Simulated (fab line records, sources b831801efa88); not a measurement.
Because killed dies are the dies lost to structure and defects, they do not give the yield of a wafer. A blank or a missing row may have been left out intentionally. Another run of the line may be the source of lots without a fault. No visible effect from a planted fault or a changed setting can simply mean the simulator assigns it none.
Which of the tools did it? :: flow sky130 :: 7 lots, 21 wafers sampled, at 1 step of a route of 708

## WHAT THE GAUGES READ, wafer by wafer
SKY_VIA2_THK_MEAS_23: measures by xrf.
lot: L573
measured: day 37 03:19
on: film-metro-03
VIA2_W_THK (nm): 416 413 416

lot: L576
measured: day 38 11:44
on: film-metro-03
VIA2_W_THK (nm): 416 414 416

lot: L579
measured: day 39 05:54
on: film-metro-01
VIA2_W_THK (nm): 400 408 414

lot: L582
measured: day 40 06:55
on: film-metro-03
VIA2_W_THK (nm): 428 414 425

lot: L584
measured: day 40 12:50
on: film-metro-02
VIA2_W_THK (nm): 416 404 416

lot: L586
measured: day 41 10:23
on: film-metro-03
VIA2_W_THK (nm): 420 414 406

lot: L590
measured: day 42 05:20
on: film-metro-01
VIA2_W_THK (nm): 408 423 419

## EACH LOT AND THE TOOL THAT RAN IT (in order: tool; ch and the chambers of the sampled wafers; start)
Before these readings, the record contains no process step.

## THE ANSWER, worked out from the rows above alone
Rule: usual is defined by the lots themselves. The widest of any qualifying gaps counts: lots, ordered by their means at a reading, are off when they make up no more than a third of the lots, leave a main group of 4 or more, and stand apart from it by 3 or more times the standard deviation of that group's means. A main group whose means are all the same, to the digits that the tables above print for the reading, isn't used. Also off: a lot with no number at a reading for which 4 or more lots have one. All remaining lots with rows at the step are treated as sound.
None of the lots is off at any reading shown; this tells nothing.

## WHAT THE SIMULATOR PUT IN
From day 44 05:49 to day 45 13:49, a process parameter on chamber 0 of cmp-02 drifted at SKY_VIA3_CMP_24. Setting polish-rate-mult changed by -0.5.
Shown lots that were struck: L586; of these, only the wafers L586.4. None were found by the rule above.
